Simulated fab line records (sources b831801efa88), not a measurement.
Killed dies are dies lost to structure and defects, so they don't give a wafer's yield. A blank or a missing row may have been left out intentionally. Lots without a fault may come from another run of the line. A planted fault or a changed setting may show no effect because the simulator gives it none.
Which of the tools did it? -- flow gf180mcu -- 14 lots, 42 wafers sampled, at 2 steps of a route of 602

WHAT THE GAUGES READ, wafer by wafer
GF_V4_THK_MEAS_01.
lot,measured,on,V4_CVD_00_THK (nm)
L286,day 24 01:23,film metro-02,596 593 601
L287,day 24 05:12,film metro-02,590 598 598
L288,day 24 16:11,film metro-01,605 604 603
L290,day 25 09:02,film metro-02,613 604 609
L291,day 25 14:07,film metro-02,596 594 592
L296,day 27 07:04,film metro-02,603 597 605
L297,day 27 15:44,film metro-04,604 609 599
L300,day 28 08:58,film metro-04,598 600 607
L301,day 28 18:24,film metro-02,604 600 602
L302,day 29 00:35,film metro-02,597 599 589
L303,day 29 09:31,film metro-04,603 602 600
L304,day 29 21:00,film metro-04,584 581 587
L307,day 30 12:19,film metro-01,606 599 597
L308,day 30 20:31,film metro-04,598 597 604

GF_V4_RS_MEAS_24: uses a four-point probe to measure.
lot,measured,on,V4_W_RS (ohm/sq)
L286,day 25 00:40,film metro-04,0.331 0.321 0.331
L287,day 25 04:52,film metro-02,0.324 0.316 0.317
L288,day 25 16:02,film metro-04,0.315 0.328 0.316
L290,day 26 07:13,film metro-04,0.325 0.320 0.318
L291,day 26 12:25,film metro-01,0.323 0.326 0.315
L296,day 28 05:04,film metro-02,0.325 0.322 0.320
L297,day 28 13:37,film metro-04,0.329 0.328 0.325
L300,day 29 06:10,film metro-01,0.333 0.330 0.330
L301,day 29 14:24,film metro-04,0.318 0.315 0.329
L302,day 29 21:43,film metro-01,0.312 0.327 0.318
L303,day 30 05:59,film metro-02,0.319 0.327 0.328
L304,day 30 16:54,film metro-01,0.327 0.319 0.327
L307,day 31 07:21,film metro-02,0.328 0.330 0.319
L308,day 31 15:49,film metro-02,0.324 0.327 0.324

TOOL THAT RAN EACH LOT (tool first, then ch and the chambers of the sampled wafers, then the start)
Before these readings, the record contains no process step.

WHAT THE TOOLS THEMSELVES READ (means of the sampled wafers that have a number; where no wafer has one, the mark that the record gives instead)
The record holds no such reading with a usual standard deviation.

THE ANSWER, worked out from the rows above alone
Rule: the lots themselves supply what counts as usual. Put in order of their means at a reading, lots are off if they are a third of the lots or fewer, leave a main group of 4 or more, and stand apart from it by a gap of 3 or more times the standard deviation of the main group's means; of several such gaps the widest counts. If all means in a main group match to the digits the tables above print for the reading, that group is not used. Also off: a lot with no number at a reading for which 4 or more lots have one. All remaining lots with rows at the step are treated as sound. First the gauges in route order, then the tools' own readings, where a lot's mean is used as printed above. The first step at which some lot is off is used, and at that step the reading that is off furthest; a lot without a number counts as furthest.
Nothing can be told from this: no lot is off at any reading shown.

WHAT HAD BEEN PUT IN BY THE SIMULATOR
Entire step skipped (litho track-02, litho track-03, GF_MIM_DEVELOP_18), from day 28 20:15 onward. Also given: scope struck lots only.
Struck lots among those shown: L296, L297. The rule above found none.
